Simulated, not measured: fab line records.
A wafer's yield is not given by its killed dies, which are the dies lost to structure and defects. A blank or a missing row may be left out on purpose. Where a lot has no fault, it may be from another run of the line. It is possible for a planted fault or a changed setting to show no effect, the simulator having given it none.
fab line records    flow gf180mcu
record: lots: 7  wafers: 21  lastDay: 34
route steps=602 shown HV_LDD@192
lots that met no fault: taken from a fault-free run of the same line
startH: the number of hours between the record's first day and the start of the first shown wafer of the lot    waitH: time in hours since the lot's previous step    " repeats the value in the row above    L1.1+2: several wafers, shown together as one row    - value missing, or start not given    * or withheld: withheld    < > ~ a bound
route shown NAME@n: NAME is a module with steps in the file, n the number in the route of the first one    usual: mean and standard deviation over wafers with no fault    same: alike in all rows    chamber/n: place in a boat    sites: readings site by site    _std_site: their standard deviation    _edge_site: outer sites' mean less inner sites'    radiusMm: for every site, how far away it sits from the centre of the wafer    mask NAME#n: copy n    behind: the most recent tool/chamber to have shaped the wafer    hold: why the lot went on hold/how many hours it stayed there/how the hold came to an end    device: the transistor (n, p or np) that didn't switch    end of line: tests run on the same wafers once the route is complete    a step with no rows: only its recipe    killed: at the first sort, the dies lost to defects and structure; wafer yield is something else    map: shows each die of a wafer: x if killed, . if not, _ if none is there
set.NAME: the setting that was run; set.NAME@STEP: the one run at that earlier step    model.NAME: the simulator's own value behind a step, which no gauge read
lots at selected steps of the route; one table per step, one row per wafer
services: the hour from which a tool's chamber was out of use, counted from the record's first day as startH (under 0 if before that day), plus the number of hours and why
== steps ==
step: GF_HV_LDD_EXPOSE_16
recipe: maskId: Pplus_LV_AREA  targetCdNm: 400  na: 0.6  sourceShape: conventional  sigmaOuter: 0.6  doseMj: 140
step: GF_HV_LDD_PEB_17
recipe: tempC: withheld  timeS: *  resist: NOVOLAK
step: GF_HV_LDD_DEVELOP_18
recipe: developTimeS: 60  devTempC: 23
step: GF_HV_LDD_CD_MEAS_19
recipe: targetCdNm: 400
usual: cdNm: 399.8/2.6
lot.wafer  tool      chamber  startH  waitH  cdNm
L790.2     cdSem-01  -        273.60  0.1    398.2
L790.3     "         -        "       "      398.0
L790.5     "         -        "       "      398.3
L791.1     cdSem-02  -        275.75  0.1    398.8
L791.2     "         -        "       "      396.3
L791.4     "         -        "       "      399.4
L798.1     cdSem-02  -        335.48  0.1    396.0
L798.3     "         -        "       "      396.7
L798.5     "         -        "       "      397.2
L799.1     cdSem-02  -        350.87  0.2    399.2
L799.3     "         -        "       "      399.9
L799.4     "         -        "       "      399.1
L800.1     cdSem-01  -        354.84  0.1    398.6
L800.2     "         -        "       "      400.1
L800.5     "         -        "       "      402.4
L807.1     cdSem-01  -        404.56  0.1    400.4
L807.4     "         -        "       "      397.7
L807.6     "         -        "       "      399.2
L808.1     cdSem-01  -        415.22  0.2    396.2
L808.2     "         -        "       "      398.7
L808.6     "         -        "       "      395.1
step: GF_HV_LDD_OVL_MEAS_20
usual: HV_LDD_01_OVL: -0.2/1.4
lot.wafer  tool        chamber  startH  waitH  HV_LDD_01_OVL[nm]
L790.2     overlay-01  -        273.70  0.1    1.7
L790.3     "           -        "       "      0.9
L790.5     "           -        "       "      0.0
L791.1     overlay-01  -        275.87  0.1    0.4
L791.2     "           -        "       "      1.1
L791.4     "           -        "       "      0.5
L798.1     overlay-02  -        335.60  0.1    -0.8
L798.3     "           -        "       "      -2.2
L798.5     "           -        "       "      -0.6
L799.1     overlay-02  -        350.99  0.1    -1.9
L799.3     "           -        "       "      -2.0
L799.4     "           -        "       "      -2.1
L800.1     overlay-02  -        354.96  0.1    0.1
L800.2     "           -        "       "      -0.6
L800.5     "           -        "       "      0.5
L807.1     overlay-02  -        404.68  0.1    0.4
L807.4     "           -        "       "      0.1
L807.6     "           -        "       "      0.1
L808.1     overlay-01  -        415.34  0.1    -1.5
L808.2     "           -        "       "      -0.2
L808.6     "           -        "       "      -1.5
step: GF_HV_LDD_IMPLANT_21
recipe: species: BF2  energyKev: 25  doseCm2: 4.73e+13  tiltDeg: 7
step: GF_HV_LDD_STRIP_22
recipe: chemistry: O2/N2  powerW: 1400  pressureMtorr: 1500  platenTempC: 250  o2FlowSccm: 3000  n2FlowSccm: 300  overashFraction: 0.5
usual: chamberPressureMTorr: 1500.2/1.3  drypumpMotorCurrentA: 5.8/0.53  heaterPowerW: 326/20  oesProductAu: 0.715/0.0043  platenTempC: 249.97/0.18  stripTimeToEndpointS: 12.63/0.031
same: overashFraction: 0.5
lot.wafer  tool            chamber  startH  waitH  chamberPressureMTorr  drypumpMotorCurrentA  heaterPowerW  oesProductAu  platenTempC  rfHoursCounterH  stripTimeToEndpointS
L790.2     plasmaAsher-03  0        273.88  0.1    1501.0                5.8                   318           0.725         249.97       48               12.58
L790.3     "               0        "       "      1500.3                5.8                   311           0.717         249.74       -                12.63
L790.5     "               0        "       "      1499.0                5.8                   317           0.726         249.81       -                12.64
L791.1     plasmaAsher-03  1        276.05  0.1    1501.3                6.8                   350           0.713         249.76       48               12.61
L791.2     "               0        "       "      1501.4                5.8                   309           0.727         250.11       48               12.67
L791.4     "               0        "       "      1501.2                5.8                   301           0.713         250.00       -                12.61
L798.1     plasmaAsher-04  0        335.78  0.1    1502.7                5.5                   309           0.716         250.00       21               12.60
L798.3     "               1        "       "      1499.6                5.4                   319           0.710         250.02       -                12.63
L798.5     "               0        "       "      1497.8                5.5                   305           0.712         250.03       -                12.60
L799.1     plasmaAsher-04  0        351.18  0.1    1501.6                5.5                   316           0.710         249.74       23               12.63
L799.3     "               0        "       "      1499.9                5.5                   304           0.708         249.87       -                12.66
L799.4     "               1        "       "      1500.3                5.4                   317           0.724         250.02       -                12.65
L800.1     plasmaAsher-03  0        355.15  0.1    1500.1                5.8                   306           0.709         249.69       56               12.58
L800.2     "               1        "       "      1502.1                6.8                   360           0.716         250.22       56               12.59
L800.5     "               1        "       "      1498.4                6.8                   346           0.721         250.19       -                12.56
L807.1     plasmaAsher-03  0        404.87  0.1    1500.0                5.8                   308           0.722         249.94       62               12.64
L807.4     "               1        "       "      1502.2                6.8                   354           0.711         249.68       -                12.65
L807.6     "               1        "       "      1501.9                6.8                   354           0.708         249.86       -                12.62
L808.1     plasmaAsher-01  0        415.53  0.1    1499.3                5.7                   314           0.709         249.97       78               12.63
L808.2     "               1        "       "      1502.0                5.3                   357           0.711         250.36       78               12.66
L808.6     "               0        "       "      1501.1                5.7                   315           0.712         250.15       -                12.72
step: GF_HV_LDD_TW_MEAS_23
usual: HV_LDD_2_TW: 1032/11
lot.wafer  tool          chamber  startH  waitH  HV_LDD_2_TW
L790.2     filmMetro-01  -        273.99  0.1    1030
L790.3     "             -        "       "      1030
L790.5     "             -        "       "      1026
L791.1     filmMetro-03  -        276.15  0.1    1051
L791.2     "             -        "       "      1045
L791.4     "             -        "       "      1042
L798.1     filmMetro-02  -        335.88  0.1    1020
L798.3     "             -        "       "      1023
L798.5     "             -        "       "      1014
L799.1     filmMetro-02  -        351.28  0.1    1019
L799.3     "             -        "       "      1021
L799.4     "             -        "       "      1017
L800.1     filmMetro-02  -        355.25  0.1    1024
L800.2     "             -        "       "      1024
L800.5     "             -        "       "      1025
L807.1     filmMetro-03  -        404.97  0.1    1041
L807.4     "             -        "       "      1044
L807.6     "             -        "       "      1040
L808.1     filmMetro-01  -        415.63  0.1    1042
L808.2     "             -        "       "      1036
L808.6     "             -        "       "      1043
step: GF_HV_LDD_DEHYDRATE_24
recipe: tempC: 200  timeS: 60
step: GF_HV_LDD_HMDS_25
recipe: primeTimeS: 60  primeTempC: 120
step: GF_HV_LDD_COAT_26
recipe: resist: NOVOLAK  spinRpm: 3000  resistThkNm: 1000
step: GF_HV_LDD_SOFTBAKE_27
recipe: tempC: 90  timeS: 60  resist: NOVOLAK
step: GF_HV_LDD_EXPOSE_28
recipe: maskId: Nplus_HV_AREA  targetCdNm: 400  na: 0.6  sourceShape: conventional  sigmaOuter: 0.6  doseMj: 140
usual: exposureDoseMJCm2: 140.07/0.14  focusOffsetNm: 0.1/0.48
lot.wafer  tool             chamber  startH  waitH  mask             exposureDoseMJCm2  focusOffsetNm  model.HV_LDD.overlayYNm  model.HV_LDD.overlayXNm
L790.2     ilineStepper-01  0        284.37  -      Nplus_HV_AREA#0  140.05             0.5            -0.3548                  -0.9514
L790.3     "                0        "       "      Nplus_HV_AREA#0  139.89             0.7            -0.3548                  -0.9514
L790.5     "                0        "       "      Nplus_HV_AREA#0  139.89             0.1            -0.3548                  -0.9514
L791.1     ilineStepper-01  0        285.50  -      Nplus_HV_AREA#0  140.03             0.4            0.5543                   -0.9497
L791.2     "                0        "       "      Nplus_HV_AREA#0  140.14             0.1            0.5543                   -0.9497
L791.4     "                0        "       "      Nplus_HV_AREA#0  140.34             1.3            0.5543                   -0.9497
L798.1     ilineStepper-01  -        346.25  -      Nplus_HV_AREA#0  -                  -              -0.6684                  -0.7839
L798.3     "                -        "       "      Nplus_HV_AREA#0  -                  -              -0.6684                  -0.7839
L798.5     "                -        "       "      Nplus_HV_AREA#0  -                  -              -0.6684                  -0.7839
L799.1     ilineStepper-02  -        361.85  -      Nplus_HV_AREA#0  -                  -              0.3                      -0.2457
L799.3     "                -        "       "      Nplus_HV_AREA#0  -                  -              0.3                      -0.2457
L799.4     "                -        "       "      Nplus_HV_AREA#0  -                  -              0.3                      -0.2457
L800.1     ilineStepper-02  -        365.33  -      Nplus_HV_AREA#0  -                  -              -0.472                   -0.4099
L800.2     "                -        "       "      Nplus_HV_AREA#0  -                  -              -0.472                   -0.4099
L800.5     "                -        "       "      Nplus_HV_AREA#0  -                  -              -0.472                   -0.4099
L807.1     ilineStepper-01  0        416.50  -      Nplus_HV_AREA#0  140.02             -0.5           -0.4218                  -0.0009963
L807.4     "                0        "       "      Nplus_HV_AREA#0  140.08             0.6            -0.4218                  -0.0009963
L807.6     "                0        "       "      Nplus_HV_AREA#0  139.91             0.3            -0.4218                  -0.0009963
L808.1     ilineStepper-02  0        428.67  -      Nplus_HV_AREA#0  140.26             1.2            -0.1192                  -0.8595
L808.2     "                0        "       "      Nplus_HV_AREA#0  140.11             0.5            -0.1192                  -0.8595
L808.6     "                0        "       "      Nplus_HV_AREA#0  140.14             0.9            -0.1192                  -0.8595
step: GF_HV_LDD_PEB_29
recipe: tempC: withheld  timeS: *  resist: NOVOLAK
== services ==
tool             chamber  startH  hours  kind
plasmaAsher-03   -        255.79  1.2    repair
plasmaAsher-03   -        261.26  0.7    repair
plasmaAsher-01   -        299.68  14.6   pm
plasmaAsher-04   -        302.50  2.8    pm
ilineStepper-01  -        307.97  1.7    pm
ilineStepper-02  -        313.17  4.4    repair
plasmaAsher-01   -        314.28  2.8    pm
ilineStepper-02  -        317.55  1.7    pm
ilineStepper-01  0        321.58  -      calibration
plasmaAsher-01   -        323.08  2.9    repair
plasmaAsher-03   -        328.38  2.8    pm
plasmaAsher-03   -        332.94  2.3    repair
ilineStepper-02  0        333.88  -      calibration
ilineStepper-02  -        340.74  5.8    repair
ilineStepper-02  -        350.44  5.3    repair
plasmaAsher-04   -        353.10  3.6    repair
plasmaAsher-01   -        361.16  1.3    repair
ilineStepper-02  -        367.86  2.6    repair
ilineStepper-02  -        370.51  14.3   repair
ilineStepper-01  -        413.29  2.8    repair
plasmaAsher-04   -        414.69  6.6    repair
plasmaAsher-01   -        421.25  9.0    pm
plasmaAsher-01   0        421.25  9.0    ventCycle
plasmaAsher-01   1        421.25  9.0    ventCycle
== key ==
firstSign: step: GF_HV_LDD_EXPOSE_28  reading: toolRecord  direction: missing
effect none on later readings
modelEffect: step: GF_HV_LDD_EXPOSE_28  value: HV_LDD.overlayYNm  without: 0.6043  struck: -0.2801
metAt GF_HV_LDD_EXPOSE_28
struckWafers L798.1,L798.3,L798.5,L799.1,L799.3,L799.4,L800.1,L800.2,L800.5
laterRowsLeftOut L798.1,L798.3,L798.5,L799.1,L799.3,L799.4,L800.1,L800.2,L800.5
sortLeftOut L798.1,L798.3,L798.5,L799.1,L799.3,L799.4,L800.1,L800.2,L800.5
testerLeftOut L798,L799,L800
onsetBetween 285.50 346.25
fault: kind: skippedStepWhole  tool: ilineStepper-01,ilineStepper-02  chamber: -  onsetH: 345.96  steps: GF_HV_LDD_EXPOSE_28  scope: struckLotsOnly
testerLeftOut: of these lots the tester's yield and bins aren't shown, on N5 and GAA mostly nor the transistor test; their killed dies are dies lost to structure and defects alone, not to doping, threshold or leakage, so they don't give the yield
sortLeftOut: the simulated sort isn't trusted on such a fault, so these wafers' sort isn't shown, and their yield isn't known
laterRowsLeftOut: the simulator's readings of these wafers behind a module that went badly wrong aren't trusted and aren't shown, but for the sort
